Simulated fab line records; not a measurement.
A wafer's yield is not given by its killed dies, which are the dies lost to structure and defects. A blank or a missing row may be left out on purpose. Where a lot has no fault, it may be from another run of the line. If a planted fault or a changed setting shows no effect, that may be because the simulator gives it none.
fab line records	flow sky130	part 2 of 2: steps 23 to 33 of 33
record lots=5	wafers=15	last_day=49
route steps=708 shown FIELD_ISO@6 NWELL@32 DNWELL@35
lots with no fault: from the same line, run without faults
start_h: the number of hours between the record's first day and the start of the first shown wafer of the lot	wait_h: hours since the lot's step before	" repeats the value in the row above	L1.1+2: several wafers, shown together as one row	- no value, or no start was given	* or withheld: withheld	< > ~ a bound
route shown NAME@n: names a module that has steps shown in the file, with the first one's number in the route	usual: mean and standard deviation over wafers with no fault	same: alike in all rows	chamber/n: place in a boat	sites: the reading at each site	_std_site: the standard deviation of these	_edge_site: inner sites' mean taken away from outer sites' mean	radius_mm: how far each site lies from the wafer's centre	mask NAME#n: copy n	behind: the last tool/chamber to shape the wafer	hold: the reason the lot was held/the length of the hold in hours/how it ended	device: transistor that didn't switch, given as n, p or np	end of line: the route-end tests of the same wafers	a step given without rows: its recipe and nothing more	killed: the dies lost at the first sort to structure and to defects; this is not the yield of the wafer	map: a wafer's dies, marking killed ones x, the rest . and places with no die _
set.NAME: the run value of the setting; set.NAME@STEP: its run value at that earlier step	model.NAME: the simulator's own value behind a step, which no gauge read
lots seen at some steps along the route; tables by step, rows by wafer
services: when a tool's chamber went out of use (start_h, in hours from the record's first day, below 0 if earlier), for how many hours, and the reason
## steps
# step SKY_FIELD_ISO_CMP_27
# recipe stop_on=Si3N4	t_overpolish_s=16	down_force_psi=4	platen_rpm=60	target_thk_nm=457.8	pad_velocity_m_s=0.94248
# usual motor_current_A=12.0/1.4	overpolish_run_s=16.000/0.0094	platen_rpm=60.00/0.042	retaining_ring_pressure_frac=1.000/0.0052	time_to_endpoint_s=114/4.7
# same t_overpolish_s=16
lot.wafer	tool	chamber	start_h	wait_h	motor_current_A	overpolish_run_s	platen_rpm	retaining_ring_pressure_frac	time_to_endpoint_s
L081.3	cmp-02	3	71.06	0.0	10.0	16.003	60.01	1.006	116
L081.1	"	1	"	"	11.2	15.994	59.94	1.010	115
L081.5	"	3	"	"	9.6	15.996	60.05	1.003	112
L082.1	cmp-02	3	74.87	0.0	9.3	15.979	59.97	0.987	109
L082.6	"	3	"	"	10.6	16.013	60.01	0.995	108
L082.5	"	0	"	"	15.2	16.004	59.96	1.000	120
L083.4	cmp-02	2	79.48	0.0	12.9	15.996	60.02	1.002	114
L083.3	"	0	"	"	15.1	16.029	60.00	0.998	119
L083.6	"	2	"	"	13.4	16.008	60.02	0.997	108
L085.1	cmp-02	0	92.24	0.1	14.4	15.991	60.07	1.000	118
L085.6	"	1	"	"	11.5	15.999	59.98	1.004	110
L085.5	"	2	"	"	12.8	16.001	60.04	1.001	109
L092.2	cmp-01	2	131.90	0.1	11.7	16.000	59.97	1.001	116
L092.3	"	3	"	"	12.1	15.997	59.99	1.003	120
L092.6	"	1	"	"	11.0	16.021	59.98	0.996	119
# step SKY_FIELD_ISO_WET_ETCH_28
# recipe chemistry=dHF	target_depth_nm=23.7	target=SiO2	dilution=10:1	temp_c=25	time_s=47
lot.wafer	tool	chamber	start_h	wait_h
L081.1+3+5	wet_bench-03	0	71.36	0.1
L082.1+5+6	wet_bench-04	1	75.17	0.2
L083.3+4+6	wet_bench-03	3	79.78	0.1
L085.1+5+6	wet_bench-02	1	92.39	0.1
L092.2+3+6	wet_bench-03	0	132.10	0.1
# step SKY_FIELD_ISO_WET_ETCH_29
# recipe chemistry=H3PO4	target_depth_nm=160	target=Si3N4	temp_c=160	time_s=1825
lot.wafer	tool	chamber	start_h	wait_h
L081.1+3+5	wet_bench-04	1	71.38	0.0
L082.1+5+6	wet_bench-04	1	75.19	0.0
L083.3+4+6	wet_bench-02	2	79.81	0.0
L085.1+5+6	wet_bench-03	3	92.41	0.0
L092.2+3+6	wet_bench-02	1	132.12	0.0
# step SKY_FIELD_ISO_WET_ETCH_30
# recipe chemistry=dHF	target_depth_nm=25	target=SiO2	dilution=10:1	temp_c=25	time_s=50
lot.wafer	tool	chamber	start_h	wait_h
L081.1+3+5	wet_bench-03	2	71.90	0.0
L082.1+5+6	wet_bench-03	0	75.70	0.0
L083.3+4+6	wet_bench-04	3	80.32	0.0
L085.1+5+6	wet_bench-02	2	92.93	0.0
L092.2+3+6	wet_bench-03	0	132.64	0.0
# step SKY_NWELL_CLEAN_00
# recipe chemistry=SC1/SC2	mix=1:4:20	temp_c=70	time_s=150	dry=n2_spin
lot.wafer	tool	chamber	start_h	wait_h
L081.1+3+5	wet_bench-04	0	71.92	0.0
L082.1+5+6	wet_bench-02	3	75.73	0.0
L083.3+4+6	wet_bench-02	0	80.34	0.0
L085.1+5+6	wet_bench-04	3	92.95	0.0
L092.2+3+6	wet_bench-04	3	132.66	0.0
# step SKY_NWELL_OXIDATION_01
# recipe temp_c=900	ambient=O2	stabilise_s=600	purge_s=300	target_thk_a=100	ox_time_s=1418
# usual ox_temp_c_max=904.4/1	spike_tc_lower_C=900.3/1	zone_power_top_pct=30/7.3
lot.wafer	tool	chamber	start_h	wait_h	ox_temp_c_max	spike_tc_lower_C	zone_power_top_pct
L081.1	furnace-02	0	71.97	0.0	905.2	898.5	26
L081.3	"	0	"	"	903.9	901.4	26
L081.5	"	0	"	"	903.7	900.1	26
L082.1	furnace-01	0	76.59	0.8	903.0	901.4	41
L082.5	"	0	"	"	903.0	900.6	43
L082.6	"	0	"	"	903.5	902.2	43
L083.3	furnace-02	0	82.51	2.1	904.7	902.0	26
L083.4	"	0	"	"	904.4	900.1	26
L083.6	"	0	"	"	904.7	899.9	26
L085.1	furnace-02	0	93.26	0.3	904.6	900.2	26
L085.5	"	0	"	"	904.5	899.5	25
L085.6	"	0	"	"	904.6	901.1	26
L092.2	furnace-02	0	134.38	1.6	905.4	899.8	26
L092.3	"	0	"	"	903.8	900.1	26
L092.6	"	0	"	"	905.3	899.9	25
# step SKY_NWELL_THK_MEAS_02
# recipe reads=SiO2_of_NWELL_OXIDATION_01
# usual NWELL_OXIDATION_THK=10.00/0.16
lot.wafer	tool	chamber	start_h	wait_h	NWELL_OXIDATION_THK[nm]
L081.1	film_metro-02	-	73.37	0.0	9.88
L081.3	"	-	"	"	9.93
L081.5	"	-	"	"	10.06
L082.1	film_metro-04	-	77.98	0.0	10.31
L082.5	"	-	"	"	10.22
L082.6	"	-	"	"	10.20
L083.3	film_metro-02	-	83.92	0.0	9.88
L083.4	"	-	"	"	9.98
L083.6	"	-	"	"	9.79
L085.1	film_metro-04	-	94.66	0.0	10.12
L085.5	"	-	"	"	10.07
L085.6	"	-	"	"	10.13
L092.2	film_metro-02	-	135.79	0.0	10.41
L092.3	"	-	"	"	10.35
L092.6	"	-	"	"	10.38
# step SKY_DNWELL_DEHYDRATE_00
# recipe temp_c=200	time_s=60
# usual exhaust_pa=44.9/0.88	heater_power_total_W=160.37/0.12	plate_temp_C=200.00/0.15
lot.wafer	tool	chamber	start_h	wait_h	exhaust_pa	heater_power_total_W	plate_temp_C
L081.1	litho_track-03	0	81.10	7.7	45.3	160.56	199.98
L081.3	"	0	"	"	44.8	160.54	199.76
L081.5	"	0	"	"	45.0	160.29	199.94
L082.1	litho_track-03	0	85.30	7.3	45.2	160.59	199.85
L082.5	"	0	"	"	44.6	160.17	199.86
L082.6	"	0	"	"	43.4	160.19	200.11
L083.3	litho_track-04	0	91.96	8.0	43.9	160.26	199.92
L083.4	"	0	"	"	44.5	160.37	199.96
L083.6	"	0	"	"	44.8	160.47	199.98
L085.1	litho_track-04	0	102.51	7.8	46.6	160.26	199.84
L085.5	"	0	"	"	45.3	160.45	199.89
L085.6	"	0	"	"	45.2	160.40	199.86
L092.2	litho_track-03	0	145.22	9.4	45.5	160.46	200.13
L092.3	"	0	"	"	46.4	160.43	200.12
L092.6	"	0	"	"	46.0	160.28	199.78
# step SKY_DNWELL_HMDS_01
# recipe prime_time_s=60	prime_temp_c=120
# usual exhaust_pa=45.2/0.92	prime_temp_c=119.99/0.14
lot.wafer	tool	chamber	start_h	wait_h	exhaust_pa	prime_temp_c
L081.1	litho_track-03	0	81.25	0.1	45.4	119.73
L081.3	"	0	"	"	46.2	119.81
L081.5	"	0	"	"	44.7	119.92
L082.1	litho_track-03	0	85.45	0.1	44.2	119.86
L082.5	"	0	"	"	46.1	119.87
L082.6	"	0	"	"	45.9	119.72
L083.3	litho_track-04	0	92.11	0.1	45.6	120.05
L083.4	"	0	"	"	45.1	119.96
L083.6	"	0	"	"	44.9	119.97
L085.1	litho_track-04	0	102.66	0.1	44.2	119.98
L085.5	"	0	"	"	44.3	120.07
L085.6	"	0	"	"	44.3	119.83
L092.2	litho_track-03	0	145.37	0.1	46.8	120.04
L092.3	"	0	"	"	44.4	120.12
L092.6	"	0	"	"	45.7	119.93
# step SKY_DNWELL_COAT_02
# recipe spin_rpm=2000	resist_thk_nm=3000
# usual exhaust_pa=44.9/0.79
lot.wafer	tool	chamber	start_h	wait_h	exhaust_pa
L081.1	litho_track-03	0	81.40	0.1	44.4
L081.3	"	0	"	"	43.9
L081.5	"	0	"	"	44.3
L082.1	litho_track-03	0	85.60	0.1	45.2
L082.5	"	0	"	"	45.5
L082.6	"	0	"	"	45.6
L083.3	litho_track-04	0	92.26	0.1	44.2
L083.4	"	0	"	"	45.1
L083.6	"	0	"	"	46.1
L085.1	litho_track-04	0	102.81	0.1	45.4
L085.5	"	0	"	"	44.0
L085.6	"	0	"	"	44.3
L092.2	litho_track-03	0	145.52	0.1	45.6
L092.3	"	0	"	"	45.4
L092.6	"	0	"	"	44.4
# step SKY_DNWELL_SOFTBAKE_03
# recipe temp_c=110	time_s=withheld
# usual exhaust_pa=45.0/0.93	heater_power_total_W=65.31/0.14	plate_temp_C=110.00/0.13
lot.wafer	tool	chamber	start_h	wait_h	exhaust_pa	heater_power_total_W	plate_temp_C
L081.1	litho_track-03	0	81.55	0.1	45.4	65.40	110.06
L081.3	"	0	"	"	45.6	65.20	110.20
L081.5	"	0	"	"	44.6	65.35	110.24
L082.1	litho_track-03	0	85.75	0.1	46.3	65.16	109.94
L082.5	"	0	"	"	45.7	65.19	110.01
L082.6	"	0	"	"	43.7	65.60	109.92
L083.3	litho_track-04	0	92.43	0.1	45.1	65.27	110.05
L083.4	"	0	"	"	46.3	65.39	110.29
L083.6	"	0	"	"	44.7	65.07	110.12
L085.1	litho_track-04	0	102.96	0.1	45.7	65.18	109.84
L085.5	"	0	"	"	45.0	65.47	109.78
L085.6	"	0	"	"	45.3	65.38	109.71
L092.2	litho_track-03	0	145.68	0.1	44.5	65.54	109.82
L092.3	"	0	"	"	45.4	65.32	109.98
L092.6	"	0	"	"	45.4	65.13	110.12
## services
tool	chamber	start_h	hours	kind
cmp-02	-	35.95	0.2	repair
rie_diel-03	3	39.09	14.2	repair
cmp-01	-	41.29	2.2	repair
krf_scanner-02	-	46.23	0.9	repair
krf_scanner-02	-	46.25	1.0	repair
rie_diel-03	1	48.47	2.7	repair
krf_scanner-02	-	52.82	1.4	repair
rie_diel-03	3	57.39	3.6	repair
krf_scanner-01	-	63.47	1.0	pm
cmp-02	-	64.25	4.0	pm
plasma_asher-02	-	67.69	6.8	repair
cmp-01	-	74.57	1.3	repair
furnace-02	-	85.43	2.6	pm
krf_scanner-01	-	90.57	0.8	pm
rie_diel-04	-	93.63	1.1	repair
rie_diel-04	0	95.56	4.0	repair
wet_bench-02	-	100.88	4.5	repair
krf_scanner-02	-	112.33	1.3	pm
cmp-01	-	116.71	5.0	pm
rie_si-02	3	124.74	1.9	repair
cmp-01	-	125.49	2.0	repair
krf_scanner-02	-	126.37	1.0	pm
rie_diel-04	0	139.80	8.2	repair
wet_bench-03	-	140.96	1.9	pm
